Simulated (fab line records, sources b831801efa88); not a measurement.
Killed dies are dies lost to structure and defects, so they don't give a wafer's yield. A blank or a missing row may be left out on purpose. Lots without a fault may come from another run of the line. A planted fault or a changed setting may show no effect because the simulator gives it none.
Which tool did it? | flow sky130 | 6 lots, 18 wafers sampled, at 2 steps of a route of 708

WHAT THE GAUGES READ, wafer by wafer
SKY_NWELL_TW_MEAS_15.
lot  | measured    | on            | NWELL_TW
L449 | day 4 17:02 | film_metro-02 | 1801 1800 1803
L451 | day 5 05:55 | film_metro-04 | 1834 1840 1847
L454 | day 6 08:40 | film_metro-02 | 1832 1830 1837
L464 | day 8 14:42 | film_metro-03 | 1839 30 30
L467 | day 9 03:20 | film_metro-03 | 1835 1843 1838
L470 | day 9 21:59 | film_metro-04 | 1844 1844 1856

WHICH TOOL RAN EACH LOT (tool, then ch and the chambers of the sampled wafers, then the start)
lot  | SKY_NWELL_DEVELOP_09
L449 | litho_track-04 ch 0, day 4 16:00
L451 | litho_track-01 ch 0, day 5 05:00
L454 | litho_track-03 ch 0, day 6 07:00
L464 | litho_track-04 ch 0, day 8 13:00
L467 | litho_track-03 ch 0, day 9 02:00
L470 | litho_track-01 ch 0, day 9 21:00
- SKY_NWELL_DEVELOP_09: develop time 60 s.

THE ANSWER, worked out from the rows above alone
Rule: what is usual is taken from the lots themselves. Put in order of their means at a reading, lots are off if they are a third of the lots or fewer, leave a main group of 4 or more, and stand apart from it by a gap of 3 or more times the standard deviation of the main group's means; of several such gaps the widest counts. A main group whose means are all the same, to the digits that the tables above print for the reading, isn't used. A lot without any number at a reading at which 4 lots or more have one is off too. The other lots that the step has rows for count as sound.
Off: L464, at SKY_NWELL_TW_MEAS_15 (NWELL_TW). The main group: mean 1832, standard deviation 16.
A tool fits if, at a process step before that reading, it ran every lot that is off, and no sound lot after the first of them. The gauges at SKY_NWELL_TW_MEAS_15 are tried like those tools. One fits: litho_track-04 at SKY_NWELL_DEVELOP_09. Its last sound lot is L449 (day 4 16:00), its first lot that is off L464 (day 8 13:00): a fault that began between those two fits.

WHAT THE SIMULATOR HAD PUT IN
Process parameter drift: litho_track-04, from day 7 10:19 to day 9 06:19, at SKY_NWELL_DEVELOP_09. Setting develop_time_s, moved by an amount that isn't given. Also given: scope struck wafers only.
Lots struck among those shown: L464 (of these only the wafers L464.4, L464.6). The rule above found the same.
